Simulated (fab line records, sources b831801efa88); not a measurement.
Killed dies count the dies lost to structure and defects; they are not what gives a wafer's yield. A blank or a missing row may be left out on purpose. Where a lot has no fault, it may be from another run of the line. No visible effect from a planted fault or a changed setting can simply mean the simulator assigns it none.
The same fault as seen by 2 desks -- flow gf180mcu -- numbers are kept per desk, each desk with only its own; the story behind them comes last

METROLOGY DESK
What the gauges read, lot by lot, whatever tool the lot ran on: means of the sampled wafers that have a number. A lot is out of limits, marked OUT, if its mean lies more than 4 standard deviations from the usual mean; the brackets give that distance.
Columns: A = TOP_METAL_OVL at GF_TOP_METAL_OVL_MEAS_15, usual -0.2 nm
lot,first seen here,A
L626,day 28 01:39,-1.4
L628,day 28 20:32,0.1
L629,day 29 04:03,-1.3
L630,day 29 10:15,-0.8
L631,day 29 18:47,-1.6
L634,day 30 10:12,-0.8
L635,day 30 23:51,-0.7
L639,day 31 20:54,-0.3
L640,day 32 04:50,-0.9
L641,day 32 10:05,2.3
L643,day 32 19:56,-0.6
L644,day 33 02:56,-0.9
L647,day 33 20:20,1.8
This desk's verdict: no lot among the 13 shows anything out of limits.

AT THE TOOL OWNER'S DESK: plasma-asher-02
The tool's own readings at GF_STI_STRIP_15 (strips in O2/N2): means of the sampled wafers that have a number, for each lot that ran on this tool. A lot is out of limits, marked OUT, if its mean lies more than 4 standard deviations from the usual mean; the brackets give that distance.
Columns: A = drypump-motor-current-A at GF_STI_STRIP_15, usual 5.6 A; B = heater-power-w at GF_STI_STRIP_15, usual 324 W; C = oes-product-au at GF_STI_STRIP_15, usual 0.383 a.u.; D = strip-time-to-endpoint-s at GF_STI_STRIP_15, usual 3.72 s
lot,first seen here,A,B,C,D
L626,day 2 01:33,5.3,336,0.384,3.70
L630,day 2 22:47,5.2,322,0.381,3.70
L631,day 3 03:01,5.2,323,0.384,3.72
L639,day 4 20:36,5.2,314,0.379,3.68
L640,day 5 03:34,5.2,311,0.386,3.81
L641,day 5 07:18,5.2,308,0.378,3.71
L644,day 5 23:28,5.2,317,0.383,3.72
L647,day 6 15:07,5.2,327,0.380,3.73
This desk's verdict: no lot among the 8 shows anything out of limits.

TAKEN TOGETHER
At the metrology desk, nothing out of limits was observed.
Nothing out of limits was seen by the tool owner's desk.

WHAT THE SIMULATOR HAD PUT IN
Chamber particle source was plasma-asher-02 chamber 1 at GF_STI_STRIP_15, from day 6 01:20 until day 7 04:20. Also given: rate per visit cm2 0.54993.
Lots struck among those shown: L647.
